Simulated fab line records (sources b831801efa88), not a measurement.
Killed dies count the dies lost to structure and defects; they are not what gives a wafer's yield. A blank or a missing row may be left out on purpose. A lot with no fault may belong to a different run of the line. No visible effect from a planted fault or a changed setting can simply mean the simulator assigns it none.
Struck lot and sound lot, side by side + flow sky130 + 34 out of 708 route steps
Sound: these wafers, L264.2, L264.4, L264.5. Wafers L253.2, L253.3, L253.4 were the ones struck. Last of all comes the cause.
For every step that has rows: the tool of each side, followed by ch and its chambers, followed by its first start. Under that, the readings that differ: sound wafers + struck wafers + difference of the means + sigmas: that difference in standard deviations of wafers without a fault.
alike: same words and numbers on both sides, and readings whose means sit less than 2 such deviations apart. not compared: any withheld reading, any reading some wafer has no value for, any bound like >300 that may hide the same value, and any number with overlapping values for which the record gives no deviation.
A row with sigmas, a row that says differs or no value, or rows on one side alone: a step with any of these is where the two part. Numbers that don't overlap but have no deviation are shown without sigmas and don't part them. Lack of a reading on every wafer of one side parts them only where that side has two or more wafers.

SKY_SD_P_CD_MEAS_07: the cd target is 380 nm.
  sound on cd sem-01 at day 31 12:36; struck on cd sem-02 at day 28 19:15
  alike: cd nm
SKY_SD_P_OVL_MEAS_08:
  sound on overlay-01 at day 31 12:43; struck on overlay-02 at day 28 19:22
  alike: SD_P_OVL
after that, 1 step had no rows for these wafers: SKY_SD_P_IMPLANT_09.
SKY_SD_P_STRIP_10: strips in O2/N2.
  sound on plasma asher-04 ch 0,1, day 31 12:53; struck on plasma asher-01 ch 0,1, day 28 19:32
  alike: drypump motor current A, n2 flow sccm, oes product au, strip time to endpoint s
  not compared: rf hours counter h
SKY_SD_P_TW_MEAS_11:
  sound on film metro-01 at day 31 13:00; struck on film metro-02 at day 28 19:39
  alike: SD_P_TW
then, 7 steps without rows for these wafers: SKY_RES_XHIGH_DEHYDRATE_00 (time 60 s); SKY_RES_XHIGH_HMDS_01 (prime time 60 s); SKY_RES_XHIGH_COAT_02 (resist thk 1140 nm); SKY_RES_XHIGH_SOFTBAKE_03 (time 60 s); SKY_RES_XHIGH_EXPOSE_04 (exposes mask URPM, target cd 1270 nm); SKY_RES_XHIGH_PEB_05; SKY_RES_XHIGH_DEVELOP_06 (develop time 60 s).
SKY_RES_XHIGH_IMPLANT_07:
  sound on implanter-03 ch 0, day 32 15:47; struck on implanter-03 ch 0, day 29 23:34
| reading       | sound                         | struck                       | difference | sigmas |
|---------------|-------------------------------|------------------------------|------------|--------|
| dose ions cm2 | 3.598e+14 3.597e+14 3.596e+14 | 3.814e+14 3.822e+14 3.82e+14 | +2.217e+13 | +54    |
SKY_RES_XHIGH_STRIP_08: strips in O2/N2.
  sound on plasma asher-03 ch 0,1, day 32 15:55; struck on plasma asher-03 ch 0,1, day 29 23:41
  alike: drypump motor current A, n2 flow sccm, oes product au, strip time to endpoint s
  not compared: rf hours counter h
SKY_RES_XHIGH_TW_MEAS_09:
  sound on film metro-04 at day 32 16:02; struck on film metro-04 at day 29 23:48
  alike: RES_XHIGH_TW
then, 7 steps without rows for these wafers: SKY_SD_N_DEHYDRATE_00 (time 60 s); SKY_SD_N_HMDS_01 (prime time 60 s); SKY_SD_N_COAT_02 (resist thk 1140 nm); SKY_SD_N_SOFTBAKE_03 (time 60 s); SKY_SD_N_EXPOSE_04 (exposes mask NSDM, target cd 380 nm); SKY_SD_N_PEB_05; SKY_SD_N_DEVELOP_06 (develop time 60 s).
SKY_SD_N_CD_MEAS_07: the cd target is 380 nm.
  sound on cd sem-01 at day 33 18:28; struck on cd sem-02 at day 31 03:01
  alike: cd nm
SKY_SD_N_OVL_MEAS_08:
  sound on overlay-01 at day 33 18:34; struck on overlay-02 at day 31 03:07
  alike: SD_N_OVL
then, 2 steps without rows for these wafers: SKY_SD_N_IMPLANT_09; SKY_SD_N_IMPLANT_10.
SKY_SD_N_STRIP_11: strips in O2/N2.
  sound on plasma asher-04 ch 1, day 33 18:54; struck on plasma asher-03 ch 0,1, day 31 03:27
  alike: drypump motor current A, n2 flow sccm, oes product au, strip time to endpoint s
  not compared: rf hours counter h
SKY_SD_N_TW_MEAS_12:
  sound on film metro-01 at day 33 19:01; struck on film metro-02 at day 31 03:34
  alike: SD_N_TW
then, 1 step without rows for these wafers: SKY_SD_N_CLEAN_13 (cleans in SC1/SC2, time 150 s).
SKY_SD_N_RTA_14: time 2 s.
  sound on rtp anneal-01 ch 0, day 33 19:07; struck on rtp anneal-02 ch 0, day 31 03:40
  alike: lamp power pct, wafer_temp_C_max
SKY_SD_N_RS_MEAS_16: measurement is done with a four-point probe.
  sound on film metro-04 at day 33 19:18; struck on film metro-01 at day 31 03:52
| reading          | sound             | struck            | difference | sigmas |
|------------------|-------------------|-------------------|------------|--------|
| SD_N_RS (ohm/sq) | 68.28 68.36 68.26 | 68.47 68.73 68.51 | +0.27      | +2     |
SKY_SD_N_RS_MEAS_17: measurement is done with a four-point probe.
  sound on film metro-04 at day 33 19:25; struck on film metro-01 at day 31 03:59
  alike: SD_P_RS
SKY_SD_N_RS_MEAS_18: measurement is done with a four-point probe.
  sound on film metro-04 at day 33 19:32; struck on film metro-01 at day 31 04:24
| reading               | sound             | struck            | difference | sigmas |
|-----------------------|-------------------|-------------------|------------|--------|
| RES_XHIGH_RS (ohm/sq) | 334.1 333.8 333.9 | 316.3 316.9 317.1 | -17.2      | -13    |
  not compared: hold
-- record jumps: 17 days separate the struck wafers' starts on either side; left off in module SD_N, taken up again in module PAD_OPEN, whose first shown step is the route's number 708 --
SKY_PAD_OPEN_PROBE_99:
  sound on prober-02 at day 49 21:49; struck on prober-01 at day 48 04:05
| reading                              | sound          | struck         | difference | sigmas |
|--------------------------------------|----------------|----------------|------------|--------|
| model.etest.res xhigh po.line ohm um | 5529 5660 5655 | 5090 5112 5059 | -528       |        |
| model.etest.res xhigh po.rs ohm sq   | 1947 1986 1985 | 1764 1794 1750 | -203       |        |
  alike: killed_at_M0_to_M3, killed_at_M4_up, killed at contacts, killed at front end, killed at other, killed dies, killed open, killed short

WHERE THEY PART
First at SKY_RES_XHIGH_IMPLANT_07; last, within this record, at SKY_SD_N_RS_MEAS_18. Later steps at which nothing parts them and some readings are alike: SKY_PAD_OPEN_PROBE_99.

WHY: the cause the simulator had injected
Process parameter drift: implanter-03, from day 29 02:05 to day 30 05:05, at SKY_RES_XHIGH_IMPLANT_07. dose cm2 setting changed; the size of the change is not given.
